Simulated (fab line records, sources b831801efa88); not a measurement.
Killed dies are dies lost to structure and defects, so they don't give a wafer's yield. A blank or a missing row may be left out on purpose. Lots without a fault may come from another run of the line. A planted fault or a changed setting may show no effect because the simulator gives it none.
One fault seen from 2 desks | flow sky130 | each desk has only its own numbers; what lay behind them comes last

THE TOOL OWNER'S DESK: pecvd-02
The tool's own readings at SKY_PASSIVATION_CVD_02 (deposits Si3N4, target thk 540 nm): means of the sampled wafers that have a number, for each lot that ran on this tool. A lot is out of limits, marked OUT, if its mean lies more than 4 standard deviations from the usual mean; the brackets give that distance.
Columns: A = heater_power_w at SKY_PASSIVATION_CVD_02, usual 733 W
lot  | first seen here | A
L652 | day 45 04:56    | 695
L664 | day 47 22:52    | 752
L665 | day 48 03:39    | 707
This desk's finding: nothing out of limits on any of the 3 lots.

THE METROLOGY DESK
What the gauges read, lot by lot, whatever tool the lot ran on: means of the sampled wafers that have a number. A lot is out of limits, marked OUT, if its mean lies more than 4 standard deviations from the usual mean; the brackets give that distance.
Columns: A = PASSIVATION_CVD_00_THK at SKY_PASSIVATION_THK_MEAS_01, usual 90.5 nm; B = PASSIVATION_CVD_02_THK at SKY_PASSIVATION_THK_MEAS_03, usual 540 nm
lot  | first seen here | A    | B
L650 | day 44 10:40    | 90.6 | 544
L652 | day 45 04:54    | 90.4 | 535
L664 | day 47 22:49    | 90.3 | 546
L665 | day 48 03:35    | 89.6 | 541
L670 | day 49 06:23    | 90.4 | 533
L671 | day 49 10:48    | 90.5 | 537
This desk's finding: nothing out of limits on any of the 6 lots.

PUT TOGETHER
The tool owner's desk saw nothing out of limits.
The metrology desk saw nothing out of limits.

WHAT THE SIMULATOR HAD PUT IN
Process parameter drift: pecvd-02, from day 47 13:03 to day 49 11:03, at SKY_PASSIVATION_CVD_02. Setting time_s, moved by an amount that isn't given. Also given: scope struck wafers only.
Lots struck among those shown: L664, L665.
